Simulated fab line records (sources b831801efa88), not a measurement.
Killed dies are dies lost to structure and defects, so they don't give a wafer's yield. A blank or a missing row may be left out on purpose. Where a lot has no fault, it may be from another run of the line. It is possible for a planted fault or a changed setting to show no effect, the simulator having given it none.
Code-filled problem report in 8D (eight disciplines) form / flow gf180mcu / the parts of the form that need people (team, actions taken, sign-off) are left out

== 1. THE PROBLEM ==
Across 4 wafers from 2 lots, MIM_ALCU_THK at GF_MIM_THK_MEAS_11 averages 191.0 nm, while fault-free wafers read 201.3 nm with a standard deviation of 1.9. That puts it -5.4 standard deviations away from the usual mean.
The step: measures by xrf.
Seen first at day 27 10:17 on filmMetro-04, wafer L796.1. Wafers with a number at this step in the record: 18, from 6 lots. The rule behind "out" and "out of limits": a value lying over 4 standard deviations away from the usual mean. The other wafers with a number count as sound.

== 2. WHAT IT IS; WHAT IT IS NOT ==
question=which readings at this step | is=MIM_ALCU_THK | is not=-
question=which lots | is=L796, L797 | is not=L787, L798, L804, L808
question=which wafers of those lots | is=L796.1, L796.2, L797.2, L797.3 | is not=L796.5, L797.4
question=read on which gauges | is=filmMetro-02, filmMetro-04 | is not=filmMetro-03
question=when | is=from day 27 10:17 | is not=up to then (4 sound wafers); but 10 sound wafers of L797, L798, L804, L808 came after

== 3. WHAT RULES OUT EACH SUSPECT ==
Counting: if a tool at a process step up to the reading ran every lot that is out, it stays a suspect. Sound lots after the first of them don't rule it out here, since some wafers of a struck lot are sound.
- ruled out: the gauge at GF_MIM_THK_MEAS_11. The wafers that are out were read on 2 gauges (filmMetro-02, filmMetro-04).
- pvdSputter-02 at GF_MIM_SPUTTER_00 (material Ti, target thk 37.5 nm, time 150 s): kept. It ran every lot that is out, first L796 (day 27 09:46).
- pvdSputter-02 at GF_MIM_SPUTTER_01 (material TiN, target thk 30 nm, time 25 s): kept. It ran every lot that is out, first L796 (day 27 09:52).
- pvdSputter-02 at GF_MIM_SPUTTER_02 (material AlCu, target thk 450 nm, time 23.9 s): kept. It ran every lot that is out, first L796 (day 27 09:53).
- pvdSputter-03 at GF_MIM_SPUTTER_08 (material AlCu, target thk 200 nm, time 10.6 s): kept. It ran every lot that is out, first L796 (day 27 10:07).
- pvdSputter-03 at GF_MIM_SPUTTER_09 (material TiN, target thk 35 nm, time 29.2 s): kept. It ran every lot that is out, first L796 (day 27 10:08).
Left after counting: pvdSputter-02 at GF_MIM_SPUTTER_00, pvdSputter-02 at GF_MIM_SPUTTER_01, pvdSputter-02 at GF_MIM_SPUTTER_02, pvdSputter-03 at GF_MIM_SPUTTER_08, pvdSputter-03 at GF_MIM_SPUTTER_09.

== 4. THE CAUSE (what the simulator had put in) ==
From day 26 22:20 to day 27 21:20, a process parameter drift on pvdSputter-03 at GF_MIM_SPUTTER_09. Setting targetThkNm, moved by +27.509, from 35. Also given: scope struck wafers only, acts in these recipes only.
Counting leaves 5 suspects; this tool is one of them.

== 5. SEQUENCE OF EFFECTS, ordered by route ==
Rows list readings where the struck wafers' mean (over those with a number) sits beyond 3 standard deviations from the usual. Scope: only readings with a usual standard deviation given in the record; hours: median across lots of the time from each lot's start at the first step in this table that gives one to its start at this step; sigmas: change in usual standard deviations.
hours=0; step=GF_MIM_THK_MEAS_11; reading=MIM_ALCU_THK; usual=201.3 nm; on struck wafers=191.0; change=-10.3; sigmas=-5.4
hours=19; step=GF_MIM_METAL_ETCH_19; reading=oesProductAu; usual=0.938 a.u.; on struck wafers=0.990; change=+0.052; sigmas=+9.0
hours=19; step=GF_MIM_METAL_ETCH_19; reading=throttleValvePct; usual=28.287 %; on struck wafers=28.237; change=-0.050; sigmas=-5.3
hours=99; step=GF_PASSIVATION_PROBE_99; reading=defectLimitedYield; usual=90.5 %; on struck wafers=66.3; change=-24.2; sigmas=-17
hours=99; step=GF_PASSIVATION_PROBE_99; reading=killedAtOther; usual=0.1; on struck wafers=121.5; change=+121.4; sigmas=+99 or more
hours=99; step=GF_PASSIVATION_PROBE_99; reading=killedDies; usual=47; on struck wafers=166; change=+118; sigmas=+17
hours=99; step=GF_PASSIVATION_PROBE_99; reading=sort_bin_3_pad_short; usual=0.48 %; on struck wafers=25.16; change=+24.68; sigmas=+82
hours=99; step=GF_PASSIVATION_PROBE_99; reading=sortNPass; usual=445; on struck wafers=326; change=-118; sigmas=-17
hours=99; step=GF_PASSIVATION_PROBE_99; reading=sortYieldPct; usual=90.5 %; on struck wafers=66.3; change=-24.2; sigmas=-17
Here are the process steps it includes:
- GF_MIM_METAL_ETCH_19: etches the open film in Cl2/BCl3, stops on Si3N4, target depth 324.5 nm, time 54.1 s.
- GF_PASSIVATION_PROBE_99

== 6. HOW IT WOULD HAVE BEEN CAUGHT EARLIER ==
12 hours passed between the start of the fault at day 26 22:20 and the first reading out of limits at a measuring or inspecting step in this record, taken at day 27 10:17.
No tool reading at GF_MIM_SPUTTER_09 that has a usual standard deviation in the record was out on any struck wafer, so an alarm limit of 4 standard deviations on those readings would not have fired.
Lots out: 2; of these, L797 started GF_MIM_SPUTTER_09 on pvdSputter-03 after day 27 10:17. It would have been spared by a hold on the tool at that moment.
